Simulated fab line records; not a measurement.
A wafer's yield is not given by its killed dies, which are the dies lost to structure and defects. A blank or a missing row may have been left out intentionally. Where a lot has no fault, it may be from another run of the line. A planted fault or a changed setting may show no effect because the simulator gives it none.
Which tool was responsible? :: flow gf180mcu :: Sampling: 14 lots, 42 wafers, 6 of 602 route steps

WHAT THE GAUGES SHOWED, per wafer
GF_HV_LDD_TW_MEAS_38. Usual: HV_LDD_3_TW 1439, standard deviation 7.2.
lot: L538
measured: day 11 19:16
on: filmMetro-04
HV_LDD_3_TW: 1445 1440 1438
flag: 

lot: L539
measured: day 12 04:38
on: filmMetro-03
HV_LDD_3_TW: 1454 1454 1446
flag: 

lot: L540
measured: day 12 07:29
on: filmMetro-01
HV_LDD_3_TW: 1444 1442 1442
flag: 

lot: L541
measured: day 12 22:46
on: filmMetro-04
HV_LDD_3_TW: 1432 1439 1438
flag: 

lot: L543
measured: day 13 04:44
on: filmMetro-04
HV_LDD_3_TW: 1425 1432 1425
flag: 

lot: L545
measured: day 13 23:52
on: filmMetro-04
HV_LDD_3_TW: 1423 1426 1423
flag: 

lot: L547
measured: day 14 12:05
on: filmMetro-03
HV_LDD_3_TW: 1312 1311 1311
flag: OFF

lot: L548
measured: day 14 19:52
on: filmMetro-04
HV_LDD_3_TW: 1315 1324 1319
flag: OFF

lot: L556
measured: day 17 13:59
on: filmMetro-04
HV_LDD_3_TW: 1441 1438 1441
flag: 

lot: L557
measured: day 17 21:37
on: filmMetro-01
HV_LDD_3_TW: 1438 1436 1437
flag: 

lot: L558
measured: day 17 23:14
on: filmMetro-04
HV_LDD_3_TW: 1439 1447 1442
flag: 

lot: L559
measured: day 18 07:37
on: filmMetro-03
HV_LDD_3_TW: 1448 1443 1437
flag: 

lot: L560
measured: day 18 16:36
on: filmMetro-01
HV_LDD_3_TW: 1444 1439 1452
flag: 

lot: L561
measured: day 19 00:58
on: filmMetro-04
HV_LDD_3_TW: 1427 1431 1429
flag: 

GF_HV_LDD_RS_MEAS_53: measures by four-point-probe. Usual: HV_LDD_RS 418.6 ohm/sq, standard deviation 1.
lot: L538
measured: day 12 15:25
on: filmMetro-03
HV_LDD_RS (ohm/sq): 420.4 420.1 420.4
flag: 

lot: L539
measured: day 13 01:27
on: filmMetro-04
HV_LDD_RS (ohm/sq): 419.4 419.0 419.8
flag: 

lot: L540
measured: day 13 03:19
on: filmMetro-04
HV_LDD_RS (ohm/sq): 419.5 419.2 418.8
flag: 

lot: L541
measured: day 13 18:34
on: filmMetro-01
HV_LDD_RS (ohm/sq): 419.4 420.1 421.2
flag: 

lot: L543
measured: day 14 01:38
on: filmMetro-04
HV_LDD_RS (ohm/sq): 417.5 417.8 417.8
flag: 

lot: L545
measured: day 14 20:38
on: filmMetro-03
HV_LDD_RS (ohm/sq): 419.8 420.1 419.8
flag: 

lot: L547
measured: day 15 09:42
on: filmMetro-01
HV_LDD_RS (ohm/sq): 441.8 440.3 440.9
flag: OFF

lot: L548
measured: day 15 17:29
on: filmMetro-01
HV_LDD_RS (ohm/sq): 439.4 438.9 439.6
flag: OFF

lot: L556
measured: day 18 12:59
on: filmMetro-03
HV_LDD_RS (ohm/sq): 418.9 419.2 418.8
flag: 

lot: L557
measured: day 18 21:45
on: filmMetro-04
HV_LDD_RS (ohm/sq): 417.7 418.7 419.4
flag: 

lot: L558
measured: day 18 23:57
on: filmMetro-04
HV_LDD_RS (ohm/sq): 418.1 418.1 418.1
flag: 

lot: L559
measured: day 19 08:16
on: filmMetro-01
HV_LDD_RS (ohm/sq): 416.8 417.8 416.8
flag: 

lot: L560
measured: day 19 17:49
on: filmMetro-04
HV_LDD_RS (ohm/sq): 418.6 418.1 418.8
flag: 

lot: L561
measured: day 20 01:22
on: filmMetro-04
HV_LDD_RS (ohm/sq): 418.7 419.3 418.4
flag: 

GF_PSD_CD_MEAS_07: target cd 400 nm. Usual: 400.5 nm for cdNm, sd 1.9.
lot: L538
measured: day 14 10:34
on: cdSem-01
cdNm (nm): 402.1 401.2 400.8
flag: 

lot: L539
measured: day 14 21:05
on: cdSem-01
cdNm (nm): 400.2 398.0 399.0
flag: 

lot: L540
measured: day 15 00:14
on: cdSem-01
cdNm (nm): 396.5 397.9 397.7
flag: 

lot: L541
measured: day 15 16:49
on: cdSem-01
cdNm (nm): 401.6 398.3 399.2
flag: 

lot: L543
measured: day 15 23:31
on: cdSem-02
cdNm (nm): 397.4 398.0 401.2
flag: 

lot: L545
measured: day 16 19:26
on: cdSem-01
cdNm (nm): 402.2 400.6 401.3
flag: 

lot: L556
measured: day 20 15:49
on: cdSem-02
cdNm (nm): 403.1 401.5 402.3
flag: 

lot: L557
measured: day 21 00:23
on: cdSem-02
cdNm (nm): 399.7 399.0 399.8
flag: 

lot: L558
measured: day 21 03:26
on: cdSem-01
cdNm (nm): 400.0 398.8 402.3
flag: 

lot: L559
measured: day 21 11:17
on: cdSem-02
cdNm (nm): 397.1 399.9 400.0
flag: 

lot: L560
measured: day 21 20:30
on: cdSem-01
cdNm (nm): 400.6 398.9 401.4
flag: 

lot: L561
measured: day 22 06:17
on: cdSem-01
cdNm (nm): 401.2 399.7 400.5
flag: 

GF_SAB_THK_MEAS_01. Usual: SAB_CVD_00_THK 49.3 nm, standard deviation 0.67.
lot: L538
measured: day 14 11:25
on: filmMetro-01
SAB_CVD_00_THK (nm): 47.9 49.5 49.7
flag: 

lot: L539
measured: day 14 21:56
on: filmMetro-03
SAB_CVD_00_THK (nm): 49.5 49.9 50.8
flag: 

lot: L540
measured: day 15 01:05
on: filmMetro-02
SAB_CVD_00_THK (nm): 49.6 49.5 49.9
flag: 

lot: L541
measured: day 15 17:39
on: filmMetro-03
SAB_CVD_00_THK (nm): 49.4 49.5 48.9
flag: 

lot: L543
measured: day 16 00:22
on: filmMetro-01
SAB_CVD_00_THK (nm): 48.9 50.7 49.4
flag: 

lot: L545
measured: day 16 20:17
on: filmMetro-01
SAB_CVD_00_THK (nm): 50.2 49.2 50.5
flag: 

lot: L556
measured: day 20 16:50
on: filmMetro-02
SAB_CVD_00_THK (nm): 49.7 49.4 48.8
flag: 

lot: L557
measured: day 21 01:17
on: filmMetro-03
SAB_CVD_00_THK (nm): 49.0 49.4 48.4
flag: 

lot: L558
measured: day 21 04:17
on: filmMetro-01
SAB_CVD_00_THK (nm): 48.6 49.4 49.9
flag: 

lot: L559
measured: day 21 12:07
on: filmMetro-03
SAB_CVD_00_THK (nm): 49.8 50.3 49.1
flag: 

lot: L560
measured: day 21 21:21
on: filmMetro-02
SAB_CVD_00_THK (nm): 48.4 49.8 50.1
flag: 

lot: L561
measured: day 22 07:08
on: filmMetro-02
SAB_CVD_00_THK (nm): 48.9 50.5 50.2
flag: 

GF_SAB_CD_MEAS_09: target cd 420 nm. Usual: 419.9 nm for cdNm, sd 2.1.
lot: L538
measured: day 15 08:30
on: cdSem-01
cdNm (nm): 424.0 422.8 422.7
flag: 

lot: L539
measured: day 15 18:47
on: cdSem-01
cdNm (nm): 420.9 422.4 422.2
flag: 

lot: L540
measured: day 15 22:35
on: cdSem-02
cdNm (nm): 419.3 418.5 420.0
flag: 

lot: L541
measured: day 16 15:40
on: cdSem-01
cdNm (nm): 421.3 421.3 420.6
flag: 

lot: L543
measured: day 16 22:30
on: cdSem-01
cdNm (nm): 415.7 416.7 418.2
flag: 

lot: L545
measured: day 17 18:42
on: cdSem-01
cdNm (nm): 419.5 421.2 420.0
flag: 

lot: L556
measured: day 21 16:29
on: cdSem-01
cdNm (nm): 420.1 418.7 418.4
flag: 

lot: L557
measured: day 22 01:15
on: cdSem-02
cdNm (nm): 419.4 420.8 420.4
flag: 

lot: L558
measured: day 22 03:50
on: cdSem-01
cdNm (nm): 422.4 422.6 419.9
flag: 

lot: L559
measured: day 22 10:58
on: cdSem-01
cdNm (nm): 419.7 420.9 422.4
flag: 

lot: L560
measured: day 22 20:13
on: cdSem-02
cdNm (nm): 415.7 418.9 417.4
flag: 

lot: L561
measured: day 23 05:37
on: cdSem-02
cdNm (nm): 419.8 418.4 419.5
flag: 

WHAT TOOL EACH LOT RAN ON (gives the tool, then ch and the chambers of the sampled wafers, and finally the start)
lot: L538
GF_HV_LDD_IMPLANT_36: implanter-03 ch 0, day 11 19:01

lot: L539
GF_HV_LDD_IMPLANT_36: implanter-03 ch 0, day 12 04:23

lot: L540
GF_HV_LDD_IMPLANT_36: implanter-03 ch 0, day 12 07:14

lot: L541
GF_HV_LDD_IMPLANT_36: implanter-03 ch 0, day 12 22:34

lot: L543
GF_HV_LDD_IMPLANT_36: implanter-02 ch 0, day 13 04:31

lot: L545
GF_HV_LDD_IMPLANT_36: implanter-02 ch 0, day 13 23:37

lot: L547
GF_HV_LDD_IMPLANT_36: implanter-02, day 14 11:50

lot: L548
GF_HV_LDD_IMPLANT_36: implanter-03, day 14 19:37

lot: L556
GF_HV_LDD_IMPLANT_36: implanter-03 ch 0, day 17 13:47

lot: L557
GF_HV_LDD_IMPLANT_36: implanter-03 ch 0, day 17 21:22

lot: L558
GF_HV_LDD_IMPLANT_36: implanter-02 ch 0, day 17 22:59

lot: L559
GF_HV_LDD_IMPLANT_36: implanter-03 ch 0, day 18 07:25

lot: L560
GF_HV_LDD_IMPLANT_36: implanter-04 ch 0, day 18 16:22

lot: L561
GF_HV_LDD_IMPLANT_36: implanter-03 ch 0, day 19 00:43
- GF_HV_LDD_IMPLANT_36

AS READ BY THE TOOLS THEMSELVES (means over the sampled wafers that have a number; for cases with no such wafer, the mark the record gives instead)
GF_HV_LDD_IMPLANT_36. Usual: beamEnergyKeV 60.002, standard deviation 0.019; beamOnS 10.00 s, standard deviation 0.21.
lot: L538
tool: implanter-03
beamEnergyKeV: 60.009
beamOnS (s): 10.04
flag: 

lot: L539
tool: implanter-03
beamEnergyKeV: 59.979
beamOnS (s): 10.22
flag: 

lot: L540
tool: implanter-03
beamEnergyKeV: 59.986
beamOnS (s): 9.83
flag: 

lot: L541
tool: implanter-03
beamEnergyKeV: 59.984
beamOnS (s): 9.93
flag: 

lot: L543
tool: implanter-02
beamEnergyKeV: 60.030
beamOnS (s): 10.05
flag: 

lot: L545
tool: implanter-02
beamEnergyKeV: 59.983
beamOnS (s): 10.12
flag: 

lot: L547
tool: implanter-02
beamEnergyKeV: -
beamOnS (s): -
flag: OFF

lot: L548
tool: implanter-03
beamEnergyKeV: -
beamOnS (s): -
flag: OFF

lot: L556
tool: implanter-03
beamEnergyKeV: 60.027
beamOnS (s): 9.76
flag: 

lot: L557
tool: implanter-03
beamEnergyKeV: 60.005
beamOnS (s): 10.15
flag: 

lot: L558
tool: implanter-02
beamEnergyKeV: 59.973
beamOnS (s): 9.89
flag: 

lot: L559
tool: implanter-03
beamEnergyKeV: 59.995
beamOnS (s): 10.03
flag: 

lot: L560
tool: implanter-04
beamEnergyKeV: 60.001
beamOnS (s): 10.22
flag: 

lot: L561
tool: implanter-03
beamEnergyKeV: 60.007
beamOnS (s): 9.84
flag: 

THE ANSWER, worked out from the rows above alone
Rule: a lot is off if the mean of its wafers that have a number lies more than 3 standard deviations from the usual mean. Also off: a lot with no number at a reading for which 4 or more lots have one. Where the step has rows for the other lots, those lots are counted as sound. First the gauges in route order, then the tools' own readings, where a lot's mean is used as printed above. The first step at which some lot is off is used, and at that step the reading that is off furthest; a lot without a number counts as furthest.
Off: at GF_HV_LDD_TW_MEAS_38 (HV_LDD_3_TW), L547, L548.
If a tool, at a process step before that reading, ran all the lots that are off and no sound lot after the first of them, it fits. Not tried: the gauges at GF_HV_LDD_TW_MEAS_38; whatever is off there is also off at GF_HV_LDD_RS_MEAS_53, on other tools, and gauge error can't account for it. None of those tried fits.

WHAT WAS PUT IN BY THE SIMULATOR
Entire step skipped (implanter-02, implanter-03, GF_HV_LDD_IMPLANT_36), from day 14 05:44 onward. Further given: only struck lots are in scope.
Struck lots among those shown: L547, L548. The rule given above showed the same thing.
